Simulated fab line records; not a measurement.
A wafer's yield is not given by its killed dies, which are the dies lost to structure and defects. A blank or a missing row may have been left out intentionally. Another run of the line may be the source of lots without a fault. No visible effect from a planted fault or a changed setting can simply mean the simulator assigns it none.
Chamber matching | flow gf180mcu | cmp-02 running GF_V1_CMP_26: 4 sister chambers
The step polishes, stops on SiO2, t overpolish 15 s, target thk 0 nm. 27 wafers are shown with their chamber, then 12 later ones without.

EACH WAFER AND ITS CHAMBER
wafer  | chamber | motor-current-A (A) | time-to-endpoint-s (s) | slurry-flow-ml-min
L075.1 | 1       | 13.3                | 79                     | 150.2
L075.2 | 0       | 10.6                | 83                     | 149.7
L075.3 | 2       | 10.5                | 87                     | 149.9
L080.2 | 0       | 9.8                 | 82                     | 150.3
L080.4 | 3       | 10.7                | 79                     | 149.3
L080.5 | 2       | 10.0                | 85                     | 149.9
L082.2 | 0       | 10.3                | 85                     | 149.9
L082.3 | 3       | 10.9                | 86                     | 149.9
L082.6 | 0       | 10.4                | 85                     | 149.9
L083.1 | 0       | 10.2                | 81                     | 149.0
L083.3 | 3       | 11.0                | 83                     | 149.4
L083.4 | 1       | 13.1                | 83                     | 150.1
L084.1 | 0       | 10.3                | 84                     | 150.0
L084.4 | 3       | 10.7                | 83                     | 149.7
L084.6 | 0       | 9.7                 | 81                     | 150.7
L085.4 | 2       | 9.8                 | 90                     | 150.4
L085.5 | 0       | 10.2                | 83                     | 149.7
L085.6 | 3       | 10.9                | 84                     | 150.1
L090.3 | 0       | 10.1                | 81                     | 150.8
L090.4 | 1       | 13.6                | 82                     | 150.1
L090.6 | 0       | 10.3                | 81                     | 150.6
L091.3 | 0       | 10.3                | 80                     | 149.6
L091.4 | 1       | 13.8                | 81                     | 150.8
L091.5 | 3       | 12.1                | 75                     | 150.0
L092.2 | 2       | 9.9                 | 87                     | 150.3
L092.4 | 0       | 10.2                | 80                     | 150.1
L092.5 | 0       | 9.7                 | 82                     | 150.4

SIGNATURES (averages over the wafers above)
reading            | chamber 0 | chamber 1 | chamber 2 | chamber 3 | scatter within a chamber
motor-current-A    | 10.162    | 13.450    | 10.050    | 11.050    | 0.353
time-to-endpoint-s | 82.15     | 81.25     | 87.25     | 81.67     | 2.44
slurry-flow-ml-min | 150.054   | 150.300   | 150.125   | 149.733   | 0.425
Rule: for each reading, subtract the chamber's mean from the wafer's reading, divide by that reading's scatter and square the result; add these up over the readings and take the root, which gives the wafer's distance from the chamber. The wafer belongs to the nearest chamber; if the next one is less than 2 further off, it can't be placed. The scatter: the root of (the sum of the squares of (reading less its chamber's mean) over the shown wafers, divided by (wafers less chambers)).

WAFERS MISSING THEIR CHAMBER
wafer  | motor-current-A (A) | time-to-endpoint-s (s) | slurry-flow-ml-min
L094.2 | 11.2                | 76                     | 150.8
L094.3 | 9.8                 | 77                     | 150.5
L094.4 | 10.7                | 85                     | 149.0
L093.3 | 9.8                 | 82                     | 150.2
L093.4 | 12.9                | 79                     | 149.6
L093.6 | 13.1                | 83                     | 149.1
L095.1 | 13.1                | 82                     | 149.7
L095.5 | 11.1                | 79                     | 149.6
L095.6 | 9.8                 | 78                     | 150.3
L096.2 | 10.7                | 85                     | 150.4
L096.3 | 13.1                | 83                     | 150.3
L096.5 | 13.1                | 82                     | 150.5

CHAMBER TAKEN BY EACH
wafer  | from the rows above          | in truth
L094.2 | can't be placed: 3 or 0      | 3
L094.3 | can't be placed: 0 or 2 or 3 | 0
L094.4 | can't be placed: 3 or 0 or 2 | 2
L093.3 | can't be placed: 0 or 2      | 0
L093.4 | 1                            | 1
L093.6 | 1                            | 1
L095.1 | 1                            | 1
L095.5 | can't be placed: 3 or 0      | 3
L095.6 | can't be placed: 0 or 2      | 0
L096.2 | can't be placed: 0 or 2 or 3 | 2
L096.3 | 1                            | 1
L096.5 | 1                            | 1
Correctly placed: 5 of 12. Can't be placed from these rows: 7 (the true chamber is among the candidates in 7). Placed wrongly: 0.
